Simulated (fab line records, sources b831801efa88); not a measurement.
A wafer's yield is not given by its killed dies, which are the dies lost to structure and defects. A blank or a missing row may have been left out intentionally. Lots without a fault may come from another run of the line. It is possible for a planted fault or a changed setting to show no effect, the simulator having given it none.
Which tool did it? + flow sky130 + Sampling: 11 lots, 33 wafers, 4 of 708 route steps

== WHAT EACH GAUGE READ, for each wafer ==
SKY_NWELL_TW_MEAS_26.
| lot  | measured     | on           | NWELL_2_TW        |
|------|--------------|--------------|-------------------|
| L152 | day 5 05:57  | filmMetro-04 | 496 501 498       |
| L156 | day 6 10:00  | filmMetro-02 | 490 489 487       |
| L158 | day 6 20:07  | filmMetro-04 | 30 30 30 30 30 30 |
| L159 | day 7 03:46  | filmMetro-04 | 30 30 30 30 30 30 |
| L160 | day 7 06:56  | filmMetro-04 | 500 499 499       |
| L164 | day 8 14:16  | filmMetro-04 | 496 497 498       |
| L168 | day 9 08:10  | filmMetro-02 | 491 489 491       |
| L171 | day 10 05:14 | filmMetro-01 | 490 491 489       |
| L173 | day 10 17:39 | filmMetro-02 | 492 490 490       |
| L174 | day 10 21:31 | filmMetro-02 | 489 492 489       |
| L175 | day 11 03:46 | filmMetro-01 | 493 495 492       |

== WHAT TOOL EACH LOT RAN ON (gives the tool, then ch and the chambers of the sampled wafers, and finally the start) ==
| lot  | SKY_FIELD_ISO_ETCH_17          | SKY_NWELL_STRIP_14                  | SKY_NWELL_STRIP_25                  |
|------|--------------------------------|-------------------------------------|-------------------------------------|
| L152 | rieSi-01 ch 0,1,3, day 2 05:31 | plasmaAsher-03 ch 0,1, day 4 13:13  | plasmaAsher-03 ch 0,1, day 5 05:51  |
| L156 | rieSi-02 ch 1,2, day 3 02:17   | plasmaAsher-03 ch 0,1, day 5 14:55  | plasmaAsher-03 ch 0,1, day 6 09:54  |
| L158 | rieSi-01 ch 0,1,3, day 3 12:51 | plasmaAsher-04 ch 0,1, day 6 01:35  | plasmaAsher-02 ch 0,1, day 6 20:02  |
| L159 | rieSi-01 ch 1,3, day 3 16:54   | plasmaAsher-04 ch 0,1, day 6 09:12  | plasmaAsher-04 ch 1, day 7 03:40    |
| L160 | rieSi-02 ch 0,2,3, day 3 21:52 | plasmaAsher-03 ch 0,1, day 6 12:06  | plasmaAsher-02 ch 0,1, day 7 06:50  |
| L164 | rieSi-01 ch 0,2,3, day 4 20:05 | plasmaAsher-03 ch 0,1, day 7 17:24  | plasmaAsher-03 ch 0,1, day 8 14:10  |
| L168 | rieSi-01 ch 0,1,2, day 5 17:49 | plasmaAsher-02 ch 0,1, day 8 11:00  | plasmaAsher-04 ch 0,1, day 9 08:04  |
| L171 | rieSi-01 ch 2,3, day 6 08:59   | plasmaAsher-03 ch 0,1, day 9 06:38  | plasmaAsher-02 ch 0,1, day 10 05:08 |
| L173 | rieSi-02 ch 1,2,3, day 6 17:53 | plasmaAsher-03 ch 0,1, day 9 18:43  | plasmaAsher-03 ch 0,1, day 10 17:33 |
| L174 | rieSi-02 ch 1,3, day 6 22:13   | plasmaAsher-04 ch 0,1, day 9 22:30  | plasmaAsher-04 ch 0,1, day 10 21:25 |
| L175 | rieSi-02 ch 1,3, day 7 04:28   | plasmaAsher-04 ch 0,1, day 10 04:21 | plasmaAsher-04 ch 0, day 11 03:40   |
- SKY_FIELD_ISO_ETCH_17: etches Si in HBr/Cl2/O2, target depth 342 nm, time 97.7 s.
- SKY_NWELL_STRIP_14: strips in O2/N2.
- SKY_NWELL_STRIP_25: strips in O2/N2.

== THE ANSWER, worked out from the rows above alone ==
Rule: the lots themselves supply what counts as usual. Put in order of their means at a reading, lots are off if they are a third of the lots or fewer, leave a main group of 4 or more, and stand apart from it by a gap of 3 or more times the standard deviation of the main group's means; of several such gaps the widest counts. The tables above print the reading to a certain number of digits; a main group whose means all agree to those digits is not used. Also off: a lot with no number at a reading for which 4 or more lots have one. All remaining lots with rows at the step are treated as sound.
Off: at SKY_NWELL_TW_MEAS_26 (NWELL_2_TW), L158, L159. For the main group the mean is 493 and the standard deviation 3.9.
If a tool, at a process step before that reading, ran all the lots that are off and no sound lot after the first of them, it fits. Those tools and the gauges at SKY_NWELL_TW_MEAS_26 are tried in the same way. No candidate that was tried fits.

== WHAT THE SIMULATOR PUT IN ==
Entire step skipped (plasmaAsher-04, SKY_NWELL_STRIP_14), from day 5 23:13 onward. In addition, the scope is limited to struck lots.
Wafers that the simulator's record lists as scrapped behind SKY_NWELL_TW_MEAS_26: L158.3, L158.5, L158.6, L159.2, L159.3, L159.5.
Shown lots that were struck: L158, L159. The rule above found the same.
